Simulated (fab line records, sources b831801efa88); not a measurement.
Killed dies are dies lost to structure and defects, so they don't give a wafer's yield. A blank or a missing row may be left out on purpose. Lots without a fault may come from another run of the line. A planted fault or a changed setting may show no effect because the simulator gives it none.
Chamber matching | flow sky130 | SKY_VIA4_CMP_02 on cmp-02: 4 sister chambers
The step polishes SiO2. 8 wafers are shown with their chamber, then 12 later ones without.

WAFERS WITH THEIR CHAMBER
wafer  | chamber | motor_current_A (A)
L079.5 | 0       | 9.8
L080.5 | 2       | 11.6
L083.2 | 1       | 12.6
L087.3 | 1       | 12.2
L087.6 | 2       | 12.0
L089.1 | 0       | 10.0
L089.2 | 3       | 11.5
L089.5 | 3       | 12.0

WAFERS WITHOUT THEIR CHAMBER
wafer  | motor_current_A (A)
L090.3 | 12.0
L090.4 | 12.4
L090.5 | 12.0
L092.1 | 11.6
L092.5 | 12.0
L092.6 | 12.1
L093.2 | 9.4
L093.3 | 11.6
L093.4 | 12.2
L095.1 | 10.4
L095.4 | 11.9
L095.5 | 10.2

WHICH CHAMBER EACH WENT THROUGH
wafer  | from the rows above          | in truth
L090.3 | can't be placed: 2 or 3 or 1 | 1
L090.4 | 1                            | 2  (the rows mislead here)
L090.5 | can't be placed: 2 or 3 or 1 | 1
L092.1 | can't be placed: 3 or 2      | 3
L092.5 | can't be placed: 2 or 3 or 1 | 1
L092.6 | can't be placed: 1 or 2 or 3 | 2
L093.2 | 0                            | 0
L093.3 | can't be placed: 3 or 2      | 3
L093.4 | can't be placed: 1 or 2 or 3 | 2
L095.1 | 0                            | 0
L095.4 | can't be placed: 2 or 3 or 1 | 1
L095.5 | 0                            | 0
Placed correctly: 3 of 12. Can't be placed from these rows: 8 (the true chamber is among the candidates in 8). Placed wrongly: 1.
How it was worked out, from the rows above alone: a wafer's distance from a chamber is the root of the sum, over the readings, of the square of ((its reading less the chamber's mean) divided by the reading's scatter). The wafer belongs to the nearest chamber; if the next one is less than 2 further off, it can't be placed. A chamber's mean is the mean of its shown wafers. The scatter: the root of (the sum of the squares of (reading less its chamber's mean) over the shown wafers, divided by (wafers less chambers)).
